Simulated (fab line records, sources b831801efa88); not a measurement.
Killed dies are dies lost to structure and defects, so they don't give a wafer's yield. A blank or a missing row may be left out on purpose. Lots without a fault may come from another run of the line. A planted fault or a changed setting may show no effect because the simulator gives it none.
fab line records | flow sky130
record lots=6 wafers=17 last_day=50
route steps=708 shown LDD_HVP@288 LDD_LDN@289 SPACER@304 POLY_CUT@307 SD_P@320 PAD_OPEN@708
lots that met no fault: from a run of the same line without faults
start_h: hours from the record's first day to the start of the lot's first wafer shown | wait_h: hours since the lot's step before | " the same as in the row above | L1.1+2: a row that stands for several wafers | - no value, or no start given | * or withheld: withheld | < > ~ a bound
route shown NAME@n: a module of which the file shows steps, and the number in the route of the first | usual: mean/standard deviation of fault-free wafers | same: alike in all rows | chamber/n: place in a boat | sites: the reading at each site | _std_site: their standard deviation | _edge_site: outer sites' mean less inner sites' | radius_mm: how far each site lies from the wafer's centre | mask NAME#n: copy n | behind: the tool/chamber that last shaped the wafer | hold: why the lot was held/for how many hours/how that ended | device: the transistor (n, p or np) that didn't switch | end of line: the same wafers' tests at the end of the route | a step without rows: its recipe alone | killed: dies lost to structure and defects at the first sort, not the wafer's yield | map: a wafer's dies, x killed, . not, _ none there
set.NAME: the setting as run; set.NAME@STEP: as run at that earlier step | model.NAME: the simulator's own value behind a step, which no gauge read
lots at some steps of the route; a table a step, a row a wafer
services: from which hour (start_h, from the record's first day; less than 0 if before it) a tool's chamber was out of use, for how many hours, and why
## steps
# step SKY_LDD_HVP_TW_MEAS_10
# usual LDD_HVP_TW=456/3.8
# columns lot.wafer tool chamber start_h wait_h LDD_HVP_TW
L109.3 film_metro-04 - 494.29 0.1 451
L109.4 " - " " 452
L109.6 " - " " 451
L111.1 film_metro-02 - 507.78 0.1 458
L111.2 " - " " 456
L111.4 " - " " 455
L114.1 film_metro-02 - 538.05 0.1 459
L114.3 " - " " 455
L114.4 " - " " 454
L126.1 film_metro-03 - 646.80 0.1 458
L126.3 " - " " 457
L126.6 " - " " 457
L127.1 film_metro-02 - 649.00 0.1 464
L127.5 " - " " 459
L131.3 film_metro-03 - 693.94 0.1 456
L131.5 " - " " 452
L131.6 " - " " 456
# step SKY_LDD_LDN_DEHYDRATE_00
# recipe temp_c=200 time_s=60
# step SKY_LDD_LDN_HMDS_01
# recipe prime_time_s=60 prime_temp_c=120
# step SKY_LDD_LDN_COAT_02
# recipe resist=NOVOLAK spin_rpm=3000 resist_thk_nm=1140
# step SKY_LDD_LDN_SOFTBAKE_03
# recipe temp_c=90 time_s=60 resist=NOVOLAK
# step SKY_LDD_LDN_EXPOSE_04
# recipe mask_id=LDNTM na=0.6 source_shape=conventional sigma_outer=0.6 polarization=unpolarized target_cd_nm=700 dose_mj=140
# step SKY_LDD_LDN_PEB_05
# recipe temp_c=withheld time_s=* resist=NOVOLAK
# step SKY_LDD_LDN_DEVELOP_06
# recipe resist=NOVOLAK developer=TMAH develop_time_s=60 dev_temp_c=23
# step SKY_LDD_LDN_OVL_MEAS_07
# usual LDD_LDN_OVL=0.3/1.3
# columns lot.wafer tool chamber start_h wait_h LDD_LDN_OVL[nm]
L109.3 overlay-01 - 524.17 0.1 -0.8
L109.4 " - " " 1.1
L109.6 " - " " -0.9
L111.1 overlay-01 - 537.31 0.1 -0.9
L111.2 " - " " -1.1
L111.4 " - " " 1.3
L114.1 overlay-02 - 567.81 0.1 3.0
L114.3 " - " " 3.1
L114.4 " - " " 1.6
L126.1 overlay-01 - 675.26 0.1 -0.8
L126.3 " - " " 0.2
L126.6 " - " " 0.3
L127.1 overlay-01 - 677.91 0.1 -0.3
L127.5 " - " " 1.2
L131.3 overlay-01 - 720.97 0.1 -1.6
L131.5 " - " " -1.0
L131.6 " - " " -0.8
# step SKY_LDD_LDN_IMPLANT_08
# recipe species=As energy_kev=15 dose_cm2=1.25e+13 tilt_deg=withheld rotation_deg=23
# step SKY_LDD_LDN_IMPLANT_09
# recipe species=As energy_kev=15 dose_cm2=1.25e+13 tilt_deg=withheld rotation_deg=113
# step SKY_LDD_LDN_IMPLANT_10
# recipe species=As energy_kev=15 dose_cm2=1.25e+13 tilt_deg=withheld rotation_deg=203
# step SKY_LDD_LDN_IMPLANT_11
# recipe species=As energy_kev=15 dose_cm2=1.25e+13 tilt_deg=withheld rotation_deg=293
# usual dose_ions_cm2=1.2501e+13/1.4e+10
# columns lot.wafer tool chamber start_h wait_h dose_ions_cm2
L109.3 implanter-01 0 524.69 0.1 1.2512e+13
L109.4 " 0 " " 1.2495e+13
L109.6 " 0 " " 1.2489e+13
L111.1 implanter-02 0 537.79 0.1 1.2476e+13
L111.2 " 0 " " 1.2472e+13
L111.4 " 0 " " 1.2487e+13
L114.1 implanter-04 0 568.29 0.1 1.2488e+13
L114.3 " 0 " " 1.2504e+13
L114.4 " 0 " " 1.2493e+13
L126.1 implanter-02 0 675.75 0.1 1.2522e+13
L126.3 " 0 " " 1.2512e+13
L126.6 " 0 " " 1.2527e+13
L127.1 implanter-02 0 678.40 0.1 1.2505e+13
L127.5 " 0 " " 1.2528e+13
L131.3 implanter-01 0 721.49 0.1 1.2491e+13
L131.5 " 0 " " 1.2503e+13
L131.6 " 0 " " 1.252e+13
# step SKY_LDD_LDN_STRIP_12
# recipe chemistry=O2/N2 power_w=1400 pressure_mtorr=1500 platen_temp_c=withheld o2_flow_sccm=3000 n2_flow_sccm=300 overash_fraction=0.5
# usual chamber_pressure_mTorr=1500.2/1.3 drypump_motor_current_A=5.4/0.48 oes_product_au=0.716/0.0043 strip_time_to_endpoint_s=14.19/0.042
# columns lot.wafer tool chamber start_h wait_h chamber_pressure_mTorr drypump_motor_current_A oes_product_au rf_hours_counter_h strip_time_to_endpoint_s
L109.3 plasma_asher-04 1 524.83 0.1 1501.5 6.2 0.717 - 14.14
L109.4 " 0 " " 1500.2 5.9 0.722 - 14.15
L109.6 " 0 " " 1497.4 5.9 0.717 - 14.17
L111.1 plasma_asher-01 0 537.94 0.1 1501.2 5.1 0.722 85 14.17
L111.2 " 1 " " 1499.8 5.5 0.716 85 14.12
L111.4 " 0 " " 1500.5 5.1 0.718 - 14.14
L114.1 plasma_asher-04 0 568.44 0.1 1498.6 5.9 0.717 14 14.17
L114.3 " 1 " " 1500.6 6.3 0.704 - 14.18
L114.4 " 0 " " 1502.0 5.8 0.707 - 14.14
L126.1 plasma_asher-04 0 675.90 0.1 1500.6 5.8 0.713 24 14.09
L126.3 " 1 " " 1500.6 6.3 0.718 - 14.13
L126.6 " 0 " " 1500.2 5.8 0.721 - 14.17
L127.1 plasma_asher-03 0 678.55 0.1 1499.1 5.2 0.714 56 14.19
L127.5 " 0 " " 1500.4 5.3 0.707 - 14.17
L131.3 plasma_asher-04 1 721.63 0.1 1502.5 6.2 0.720 - 14.21
L131.5 " 0 " " 1501.0 5.9 0.719 - 14.20
L131.6 " 1 " " 1499.2 6.3 0.717 - 14.20
# step SKY_LDD_LDN_TW_MEAS_13
# usual LDD_LDN_TW=1480/13
# columns lot.wafer tool chamber start_h wait_h LDD_LDN_TW
L109.3 film_metro-04 - 524.91 0.1 1466
L109.4 " - " " 1463
L109.6 " - " " 1470
L111.1 film_metro-04 - 538.04 0.1 1455
L111.2 " - " " 1450
L111.4 " - " " 1455
L114.1 film_metro-03 - 568.54 0.1 1476
L114.3 " - " " 1481
L114.4 " - " " 1480
L126.1 film_metro-03 - 676.00 0.1 1461
L126.3 " - " " 1488
L126.6 " - " " 1465
L127.1 film_metro-03 - 678.65 0.1 1456
L127.5 " - " " 1488
L131.3 film_metro-04 - 721.71 0.1 1457
L131.5 " - " " 1466
L131.6 " - " " 1463
# step SKY_LDD_LDN_CLEAN_14
# recipe chemistry=SC1/SC2 mix=1:4:20 temp_c=70 time_s=150 dry=n2_spin
# step SKY_SPACER_CVD_00
# recipe material=Si3N4 precursor=DCS/NH3 target_thk_nm=43.1 temp_c=770 time_s=740 pressure_mtorr=250
# step SKY_SPACER_THK_MEAS_01
# recipe reads=Si3N4_of_SPACER_CVD_00
# usual SPACER_CVD_00_THK=43.0/0.36
# columns lot.wafer tool chamber start_h wait_h SPACER_CVD_00_THK[nm]
L109.3 film_metro-03 - 526.23 0.0 43.2
L109.4 " - " " 44.1
L109.6 " - " " 43.5
L111.1 film_metro-01 - 539.36 0.0 43.3
L111.2 " - " " 43.2
L111.4 " - " " 43.3
L114.1 film_metro-03 - 570.19 0.0 42.6
L114.3 " - " " 42.6
L114.4 " - " " 42.6
L126.1 film_metro-01 - 678.14 0.0 43.4
L126.3 " - " " 43.3
L126.6 " - " " 43.3
L127.1 film_metro-02 - 680.70 0.0 43.3
L127.5 " - " " 43.0
L131.3 film_metro-03 - 725.31 0.0 43.4
L131.5 " - " " 43.0
L131.6 " - " " 43.4
# step SKY_SPACER_ETCHBACK_02
# recipe chemistry=CH3F/O2 target=Si3N4 stop_on=SiO2 source_w=400 bias_w=80 pressure_mtorr=25 ch3f_flow_sccm=40 O2_flow_sccm=30 time_s=46.7 target_depth_a=450
# usual chamber_pressure_mTorr=24.999/0.023 drypump_motor_current_A=5.8/0.47 oes_product_au=0.854/0.0059 throttle_valve_pct=10.563/0.0095
# columns lot.wafer tool chamber start_h wait_h chamber_pressure_mTorr drypump_motor_current_A oes_product_au rf_hours_counter_h throttle_valve_pct
L109.3 rie_diel-04 2 526.27 0.0 25.017 6.3 0.855 11 10.554
L109.4 " 1 " " 25.003 6.3 0.864 - 10.579
L109.6 " 2 " " 24.997 6.3 0.860 - 10.577
L111.1 rie_diel-01 2 539.42 0.1 24.989 5.5 0.860 8 10.561
L111.2 " 3 " " 24.991 6.5 0.859 8 10.569
L111.4 " 1 " " 25.021 5.9 0.864 74 10.557
L114.1 rie_diel-03 1 570.25 0.1 24.966 5.5 0.845 5 10.563
L114.3 " 3 " " 25.002 6.0 0.842 2 10.553
L114.4 " 2 " " 24.970 5.7 0.855 7 10.560
L126.1 rie_diel-03 1 678.20 0.1 24.984 5.6 0.848 8 10.569
L126.3 " 3 " " 24.954 6.0 0.860 4 10.564
L126.6 " 1 " " 25.050 5.6 0.862 - 10.570
L127.1 rie_diel-04 1 680.76 0.1 24.972 6.3 0.854 47 10.562
L127.5 " 2 " " 25.006 6.3 0.858 - 10.547
L131.3 rie_diel-04 2 725.35 0.0 24.998 6.3 0.858 15 10.573
L131.5 " 3 " " 25.017 5.6 0.857 - 10.576
L131.6 " 0 " " 25.022 5.8 0.850 - 10.567
# step SKY_POLY_CUT_DEHYDRATE_00
# recipe temp_c=200 time_s=60
# step SKY_POLY_CUT_HMDS_01
# recipe prime_time_s=60 prime_temp_c=120
# step SKY_POLY_CUT_COAT_02
# recipe resist=BARC temp_c=withheld time_s=withheld spin_rpm=3000 resist_thk_nm=60
# step SKY_POLY_CUT_COAT_03
# recipe resist=KrF-thick spin_rpm=3000 resist_thk_nm=450
# step SKY_POLY_CUT_SOFTBAKE_04
# recipe temp_c=100 time_s=90 resist=KrF-thick
# step SKY_POLY_CUT_EXPOSE_05
# recipe mask_id=NPCM na=0.8 source_shape=annular sigma_inner=0.55 sigma_outer=0.85 target_cd_nm=270 dose_mj=32
# step SKY_POLY_CUT_PEB_06
# recipe peb_temp_c=withheld peb_time_s=withheld resist=KrF-thick
# step SKY_POLY_CUT_DEVELOP_07
# recipe develop_time_s=60 resist=KrF-thick dev_temp_c=21
# step SKY_POLY_CUT_CD_MEAS_08
# recipe target_cd_nm=270
# usual cd_nm=270.0/1.2
# columns lot.wafer tool chamber start_h wait_h cd_nm
L109.3 cd_sem-01 - 556.20 - 270.8
L109.4 " - " " 272.2
L109.6 " - " " 270.5
L111.1 cd_sem-01 - 569.06 - 266.5
L111.2 " - " " 268.5
L111.4 " - " " 268.4
L114.1 cd_sem-01 - 599.82 - 272.8
L114.3 " - " " 270.5
L114.4 " - " " 272.0
L126.1 cd_sem-02 - 706.18 - 270.8
L126.3 " - " " 269.8
L126.6 " - " " 271.8
L127.1 cd_sem-01 - 709.07 - 269.4
L127.5 " - " " 269.6
L131.3 cd_sem-02 - 752.36 - 269.4
L131.5 " - " " 269.2
L131.6 " - " " 270.2
# step SKY_POLY_CUT_OVL_MEAS_09
# usual POLY_CUT_OVL=-3/5.5
# columns lot.wafer tool chamber start_h wait_h POLY_CUT_OVL[nm]
L109.3 overlay-02 - 556.29 0.1 -7
L109.4 " - " " -10
L109.6 " - " " -7
L111.1 overlay-02 - 569.18 0.1 -2
L111.2 " - " " 8
L111.4 " - " " 7
L114.1 overlay-01 - 599.94 0.1 -7
L114.3 " - " " -7
L114.4 " - " " -5
L126.1 overlay-01 - 706.30 0.1 3
L126.3 " - " " 11
L126.6 " - " " 1
L127.1 overlay-02 - 709.19 0.1 6
L127.5 " - " " -2
L131.3 overlay-02 - 752.45 0.1 -4
L131.5 " - " " -4
L131.6 " - " " -13
# step SKY_POLY_CUT_ETCH_10
# recipe chemistry=N2/H2 target=BARC ion_energy_ev=200 source_w=500 bias_w=100 pressure_mtorr=30 n2_flow_sccm=100 h2_flow_sccm=200 stop_on=SiO2 time_s=45.9 target_depth_a=600
# usual chamber_pressure_mTorr=30.00/0.033 drypump_motor_current_A=5.8/0.42 oes_product_au=0.855/0.0048 throttle_valve_pct=13.224/0.0099
# columns lot.wafer tool chamber start_h wait_h chamber_pressure_mTorr drypump_motor_current_A oes_product_au rf_hours_counter_h throttle_valve_pct
L109.3 rie_diel-02 1 556.31 0.0 29.96 5.7 0.859 1 13.225
L109.4 " 3 " " 30.00 5.9 0.854 - 13.203
L109.6 " 1 " " 30.05 5.7 0.853 - 13.235
L111.1 rie_diel-02 3 569.21 0.0 30.01 5.9 0.851 1 13.224
L111.2 " 0 " " 29.97 6.0 0.851 6 13.236
L111.4 " 1 " " 30.03 5.7 0.854 1 13.228
L114.1 rie_diel-04 1 599.97 0.0 30.21 6.3 0.853 45 13.210
L114.3 " 2 " " 30.03 6.3 0.858 12 13.222
L114.4 " 3 " " 30.00 5.7 0.859 2 13.228
L126.1 rie_diel-02 0 706.34 0.0 29.97 6.1 0.858 9 13.231
L126.3 " 2 " " 29.96 5.2 0.852 4 13.215
L126.6 " 0 " " 29.96 6.1 0.855 - 13.222
L127.1 rie_diel-01 0 709.22 0.0 30.03 4.9 0.860 53 13.229
L127.5 " 0 " " 29.98 4.9 0.847 - 13.225
L131.3 rie_diel-01 3 752.47 0.0 30.03 6.5 0.858 12 13.206
L131.5 " 2 " " 29.91 5.6 0.847 - 13.233
L131.6 " 3 " " 30.01 6.5 0.861 - 13.213
# step SKY_POLY_CUT_ETCH_11
# recipe target=Si3N4 chemistry=CF4/CH2F2/Ar stop_on=poly-Si source_w=600 bias_w=150 pressure_mtorr=40 cf4_flow_sccm=40 ch2f2_flow_sccm=20 Ar_flow_sccm=150 time_s=42.5 target_depth_a=600
# usual chamber_pressure_mTorr=40.00/0.032 drypump_motor_current_A=5.8/0.42 oes_product_au=0.830/0.0065 throttle_valve_pct=14.994/0.0091
# columns lot.wafer tool chamber start_h wait_h chamber_pressure_mTorr drypump_motor_current_A oes_product_au rf_hours_counter_h throttle_valve_pct
L109.3 rie_diel-02 1 556.35 0.0 39.98 5.7 0.831 1 15.002
L109.4 " 3 " " 40.00 5.9 0.824 - 15.000
L109.6 " 1 " " 40.00 5.7 0.833 - 14.998
L111.1 rie_diel-02 3 569.25 0.0 40.01 5.9 0.830 1 14.986
L111.2 " 0 " " 39.98 6.1 0.835 6 15.000
L111.4 " 1 " " 39.99 5.7 0.830 1 15.005
L114.1 rie_diel-04 1 600.02 0.0 39.99 6.3 0.838 45 14.975
L114.3 " 2 " " 40.02 6.3 0.830 12 15.001
L114.4 " 3 " " 39.96 5.6 0.832 2 14.997
L126.1 rie_diel-02 0 706.38 0.0 39.98 6.1 0.821 9 14.989
L126.3 " 2 " " 40.00 5.2 0.833 4 14.969
L126.6 " 0 " " 39.95 6.1 0.827 - 14.997
L127.1 rie_diel-01 0 709.27 0.0 40.01 4.9 0.827 53 14.989
L127.5 " 0 " " 39.98 4.9 0.842 - 14.990
L131.3 rie_diel-01 3 752.52 0.0 40.05 6.6 0.840 12 15.003
L131.5 " 2 " " 40.06 5.5 0.830 - 14.986
L131.6 " 3 " " 39.96 6.6 0.825 - 14.995
# step SKY_POLY_CUT_STRIP_12
# recipe chemistry=O2/N2 power_w=1400 pressure_mtorr=1500 platen_temp_c=withheld o2_flow_sccm=3000 n2_flow_sccm=300 overash_fraction=0.5
# usual chamber_pressure_mTorr=1499.9/1.4 drypump_motor_current_A=5.6/0.45 oes_product_au=0.452/0.005 strip_time_to_endpoint_s=5.359/0.016
# columns lot.wafer tool chamber start_h wait_h chamber_pressure_mTorr drypump_motor_current_A oes_product_au rf_hours_counter_h strip_time_to_endpoint_s
L109.3 plasma_asher-03 0 556.43 0.1 1499.4 5.3 0.449 - 5.342
L109.4 " 1 " " 1500.8 4.8 0.453 - 5.343
L109.6 " 1 " " 1498.8 4.8 0.446 - 5.322
L111.1 plasma_asher-02 0 569.29 0.0 1499.5 5.7 0.446 74 5.360
L111.2 " 1 " " 1500.4 5.8 0.447 74 5.352
L111.4 " 0 " " 1500.6 5.7 0.457 - 5.338
L114.1 plasma_asher-02 0 600.06 0.0 1499.5 5.7 0.458 77 5.369
L114.3 " 0 " " 1498.6 5.7 0.453 - 5.363
L114.4 " 1 " " 1501.9 5.8 0.448 - 5.351
L126.1 plasma_asher-02 1 706.42 0.0 1498.3 5.8 0.448 87 5.346
L126.3 " 0 " " 1500.9 5.7 0.459 - 5.351
L126.6 " 0 " " 1498.2 5.7 0.454 - 5.342
L127.1 plasma_asher-04 1 709.31 0.0 1501.4 6.2 0.462 29 5.362
L127.5 " 0 " " 1498.2 5.8 0.450 - 5.367
L131.3 plasma_asher-03 0 752.59 0.1 1498.5 5.2 0.457 - 5.349
L131.5 " 0 " " 1501.2 5.2 0.454 - 5.364
L131.6 " 1 " " 1498.4 4.8 0.455 - 5.322
# step SKY_SD_P_DEHYDRATE_00
# recipe temp_c=200 time_s=60
# step SKY_SD_P_HMDS_01
# recipe prime_time_s=60 prime_temp_c=120
# step SKY_SD_P_COAT_02
# recipe resist=NOVOLAK spin_rpm=3000 resist_thk_nm=1140
# step SKY_SD_P_SOFTBAKE_03
# recipe temp_c=90 time_s=60 resist=NOVOLAK
# step SKY_SD_P_EXPOSE_04
# recipe mask_id=PSDM na=0.6 source_shape=conventional sigma_outer=0.6 polarization=unpolarized target_cd_nm=380 dose_mj=138
# step SKY_SD_P_PEB_05
# recipe temp_c=withheld time_s=* resist=NOVOLAK
# step SKY_SD_P_DEVELOP_06
# recipe resist=NOVOLAK developer=TMAH develop_time_s=60 dev_temp_c=23
# step SKY_SD_P_CD_MEAS_07
# recipe target_cd_nm=380
# usual cd_nm=380.4/2.6
# columns lot.wafer tool chamber start_h wait_h cd_nm
L109.3 cd_sem-01 - 586.55 0.1 381.1
L109.4 " - " " 380.8
L109.6 " - " " 382.6
L111.1 cd_sem-02 - 598.76 0.1 381.8
L111.2 " - " " 382.7
L111.4 " - " " 383.1
L114.1 cd_sem-01 - 628.91 0.1 375.8
L114.3 " - " " 376.1
L114.4 " - " " 377.0
L126.1 cd_sem-01 - 733.76 0.1 379.5
L126.3 " - " " 382.3
L126.6 " - " " 380.9
L127.1 cd_sem-02 - 736.86 0.1 381.5
L127.5 " - " " 380.8
L131.3 cd_sem-01 - 779.25 0.1 378.5
L131.5 " - " " 381.8
L131.6 " - " " 380.4
# step SKY_SD_P_OVL_MEAS_08
# usual SD_P_OVL=0.5/1.3
# columns lot.wafer tool chamber start_h wait_h SD_P_OVL[nm]
L109.3 overlay-01 - 586.65 0.1 -2.2
L109.4 " - " " -1.5
L109.6 " - " " -0.9
L111.1 overlay-02 - 598.88 0.1 -0.1
L111.2 " - " " -0.3
L111.4 " - " " -0.5
L114.1 overlay-01 - 629.03 0.1 0.3
L114.3 " - " " -1.0
L114.4 " - " " 0.2
L126.1 overlay-02 - 733.88 0.1 2.1
L126.3 " - " " 0.5
L126.6 " - " " 2.0
L127.1 overlay-02 - 736.99 0.1 1.3
L127.5 " - " " 1.0
L131.3 overlay-02 - 779.34 0.1 -1.4
L131.5 " - " " -0.5
L131.6 " - " " -1.6
# step SKY_SD_P_IMPLANT_09
# recipe species=BF2 energy_kev=20 dose_cm2=3e+15 tilt_deg=0
# step SKY_PAD_OPEN_PROBE_99
# usual killed_at_M0_to_M3=44/6.5 killed_at_M4_up=3.3/1.7 killed_at_contacts=25/5.3 killed_at_front_end=15/5 killed_at_other=0.2/0.47 killed_dies=87/9.9 killed_open=47/8 killed_short=39/6.1
# same gross_dies=492 killed_at_back_side=0
# columns lot.wafer tool chamber start_h wait_h killed_at_M0_to_M3 killed_at_M4_up killed_at_contacts killed_at_front_end killed_at_other killed_dies killed_open killed_short model.etest.tip_sonos.rs_ohm_sq model.etest.tip_sonos.rs_ohm_sq_range model.etest.tip_sonos.rs_ohm_sq_rim_less_centre
L109.3 prober-01 - 1075.49 0.2 42 4 25 11 0 82 51 31 2602 53.14 -9.244
L109.4 prober-01 - 1075.54 0.2 43 3 25 9 0 80 38 42 2582 31.58 -23.97
L109.6 prober-01 - 1075.64 0.2 49 3 20 26 0 98 55 43 2609 42.77 -26.34
L111.1 prober-01 - 1085.73 0.1 37 4 31 8 0 80 46 34 2735 37.23 28.69
L111.2 prober-01 - 1085.78 0.1 37 3 21 14 1 76 35 41 2765 44.79 -0.485
L111.4 prober-01 - 1085.88 0.2 35 4 15 7 1 62 36 26 2779 49.48 7.041
L114.1 prober-02 - 1105.78 0.1 44 4 22 17 0 87 45 42 2748 40.86 -3.755
L114.3 prober-02 - 1105.88 0.2 46 3 27 18 1 95 52 43 2720 43.34 -1.831
L114.4 prober-02 - 1105.93 0.2 56 5 19 23 0 103 57 46 2744 29.77 3.138
L126.1 prober-01 - 1173.12 0.1 44 3 27 15 0 89 52 37 2787 152.3 -40.61
L126.3 prober-01 - 1173.22 0.2 48 4 21 12 0 85 43 42 2660 31.94 2.751
L126.6 prober-01 - 1173.37 0.2 40 5 27 10 0 82 41 41 2768 152.5 -24.67
L127.1 prober-01 - 1176.18 0.1 51 6 26 8 0 91 43 48 2895 147.9 -87.14
L127.5 prober-01 - 1176.38 0.2 38 6 15 13 0 72 38 34 2775 47.49 8.598
L131.3 prober-02 - 1203.73 0.2 39 1 24 18 0 82 46 36 2632 47.14 -22.35
L131.5 prober-02 - 1203.83 0.2 31 6 36 12 0 85 55 30 2641 52.6 -8.894
L131.6 prober-02 - 1203.88 0.2 32 2 25 7 0 66 36 30 2705 50.6 -26.4
# killed by level:class
L109.3 VIA1:geometric_particle:open=12 LI_CONTACT:geometric_particle:open=10 CONTACT:geometric_particle:open=10 VIA1:geometric_particle:short=8 VIA3:geometric_particle:open=6 VIA2:geometric_particle:open=5 METAL3:geometric_particle:short=5 FIELD_ISO:geometric_particle:open=3
L109.4 VIA1:geometric_particle:open=11 CONTACT:geometric_particle:open=9 METAL2:geometric_particle:short=8 VIA1:geometric_particle:short=7 LOCAL_INTERCONNECT:geometric_particle:short=6 VIA3:geometric_particle:open=5 FIELD_ISO:geometric_particle:open=4 LI_CONTACT:geometric_particle:short=4
L109.6 VIA2:geometric_particle:open=12 FIELD_ISO:geometric_particle:short=9 METAL2:geometric_particle:short=9 CONTACT:geometric_particle:open=8 VIA3:geometric_particle:open=7 POLY_GATE:geometric_particle:short=6 VIA1:geometric_particle:open=6 FIELD_ISO:geometric_particle:open=5
L111.1 CONTACT:geometric_particle:open=14 LI_CONTACT:geometric_particle:open=8 VIA1:geometric_particle:open=7 METAL1:geometric_particle:short=6 CONTACT:geometric_particle:short=5 VIA2:geometric_particle:open=5 VIA3:geometric_particle:open=5 POLY_GATE:geometric_particle:short=4
L111.2 VIA1:geometric_particle:open=9 LI_CONTACT:geometric_particle:open=7 VIA3:geometric_particle:short=5 LOCAL_INTERCONNECT:geometric_particle:short=5 METAL1:geometric_particle:short=5 VIA1:geometric_particle:short=5 POLY_GATE:geometric_particle:short=4 VIA3:geometric_particle:open=4
L111.4 CONTACT:geometric_particle:open=8 VIA1:geometric_particle:open=7 VIA3:geometric_particle:open=6 METAL1:geometric_particle:short=5 VIA2:geometric_particle:open=5 POLY_GATE:geometric_particle:open=3 LI_CONTACT:geometric_particle:short=3 VIA1:geometric_particle:short=3
L114.1 VIA1:geometric_particle:open=10 CONTACT:geometric_particle:open=7 VIA3:geometric_particle:open=7 VIA2:geometric_particle:open=6 POLY_GATE:geometric_particle:short=5 LI_CONTACT:geometric_particle:open=5 METAL2:geometric_particle:short=5 POLY_GATE:geometric_particle:open=4
L114.3 VIA1:geometric_particle:open=16 LOCAL_INTERCONNECT:geometric_particle:short=8 CONTACT:geometric_particle:open=8 VIA3:geometric_particle:open=8 POLY_GATE:geometric_particle:open=5 VIA1:geometric_particle:short=5 METAL2:geometric_particle:short=5 METAL3:geometric_particle:short=5
L114.4 VIA1:geometric_particle:open=20 CONTACT:geometric_particle:open=9 POLY_GATE:geometric_particle:short=6 VIA3:geometric_particle:open=6 VIA1:geometric_particle:short=6 VIA2:geometric_particle:open=6 FIELD_ISO:geometric_particle:short=5 VIA2:geometric_particle:short=5
L126.1 CONTACT:geometric_particle:open=14 VIA1:geometric_particle:open=12 METAL1:geometric_particle:short=9 LI_CONTACT:geometric_particle:open=5 VIA3:geometric_particle:open=5 VIA1:geometric_particle:short=5 FIELD_ISO:geometric_particle:open=4 POLY_GATE:geometric_particle:open=4
L126.3 VIA1:geometric_particle:short=12 VIA1:geometric_particle:open=9 CONTACT:geometric_particle:open=7 VIA3:geometric_particle:open=7 METAL2:geometric_particle:short=6 LI_CONTACT:geometric_particle:open=5 FIELD_ISO:geometric_particle:open=4 CONTACT:geometric_particle:short=4
L126.6 CONTACT:geometric_particle:open=12 VIA2:geometric_particle:open=8 LI_CONTACT:geometric_particle:open=7 METAL1:geometric_particle:short=6 VIA1:geometric_particle:open=5 METAL2:geometric_particle:short=5 METAL4:geometric_particle:short=5 CONTACT:geometric_particle:short=4
L127.1 METAL2:geometric_particle:short=11 CONTACT:geometric_particle:open=8 VIA1:geometric_particle:open=8 METAL1:geometric_particle:short=7 VIA3:geometric_particle:open=7 LI_CONTACT:geometric_particle:open=6 CONTACT:geometric_particle:short=6 VIA2:geometric_particle:short=5
L127.5 VIA1:geometric_particle:open=10 FIELD_ISO:geometric_particle:open=6 CONTACT:geometric_particle:open=6 VIA3:geometric_particle:open=6 METAL4:geometric_particle:short=6 FIELD_ISO:geometric_particle:short=5 VIA1:geometric_particle:short=5 METAL2:geometric_particle:short=5
L131.3 CONTACT:geometric_particle:open=13 VIA2:geometric_particle:open=8 FIELD_ISO:geometric_particle:short=7 VIA3:geometric_particle:open=7 METAL1:geometric_particle:short=6 METAL2:geometric_particle:short=6 VIA1:geometric_particle:open=5 LI_CONTACT:geometric_particle:open=4
L131.5 CONTACT:geometric_particle:open=20 VIA3:geometric_particle:open=9 LI_CONTACT:geometric_particle:open=8 VIA2:geometric_particle:open=6 FIELD_ISO:geometric_particle:short=5 CONTACT:geometric_particle:short=5 VIA1:geometric_particle:open=5 METAL4:geometric_particle:short=5
L131.6 CONTACT:geometric_particle:open=9 VIA3:geometric_particle:open=7 LI_CONTACT:geometric_particle:open=6 METAL3:geometric_particle:short=6 LOCAL_INTERCONNECT:geometric_particle:short=5 VIA1:geometric_particle:open=5 VIA2:geometric_particle:short=4 VIA2:geometric_particle:open=4
## services
# columns tool chamber start_h hours kind
rie_diel-02 2 507.70 9.4 repair
rie_diel-04 3 514.62 13.9 repair
rie_diel-01 3 528.62 2.4 repair
rie_diel-02 - 533.50 2.8 pm
rie_diel-02 3 540.88 8.3 repair
rie_diel-04 - 546.28 0.3 repair
rie_diel-02 0 561.11 3.3 repair
rie_diel-01 - 571.97 0.3 repair
rie_diel-01 - 574.66 4.3 pm
plasma_asher-04 - 578.12 1.9 repair
rie_diel-01 0 581.80 20.7 repair
plasma_asher-04 - 599.83 4.3 repair
rie_diel-02 2 605.06 1.3 repair
rie_diel-02 0 610.96 4.3 repair
plasma_asher-02 - 627.12 15.6 pm
rie_diel-02 3 629.43 6.4 repair
rie_diel-01 - 641.12 1.2 repair
rie_diel-04 - 644.25 0.5 repair
rie_diel-04 1 684.20 1.4 repair
rie_diel-01 0 686.85 5.6 repair
rie_diel-02 0 689.56 2.9 repair
rie_diel-01 3 701.45 48.5 repair
plasma_asher-02 - 731.80 2.3 repair
plasma_asher-04 - 741.89 0.7 repair
## key
first_sign none at tools or gauges
model_effect step=SKY_PAD_OPEN_PROBE_99 value=etest.tip_sonos.rs_ohm_sq without=2699 struck=2817
met_at SKY_LDD_LDN_IMPLANT_11
struck_wafers L126.1,L126.6,L127.1
tester_left_out L126,L127
onset_between 537.79 675.75
fault kind=process_parameter_drift tool=implanter-02 chamber=- onset_h=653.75 steps=SKY_LDD_LDN_IMPLANT_11 channel=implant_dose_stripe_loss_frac offset=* shape=step end_h=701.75 scope=struck_wafers_only
# tester_left_out: of these lots the tester's yield and bins aren't shown, on N5 and GAA mostly nor the transistor test; their killed dies are dies lost to structure and defects alone, not to doping, threshold or leakage, so they don't give the yield
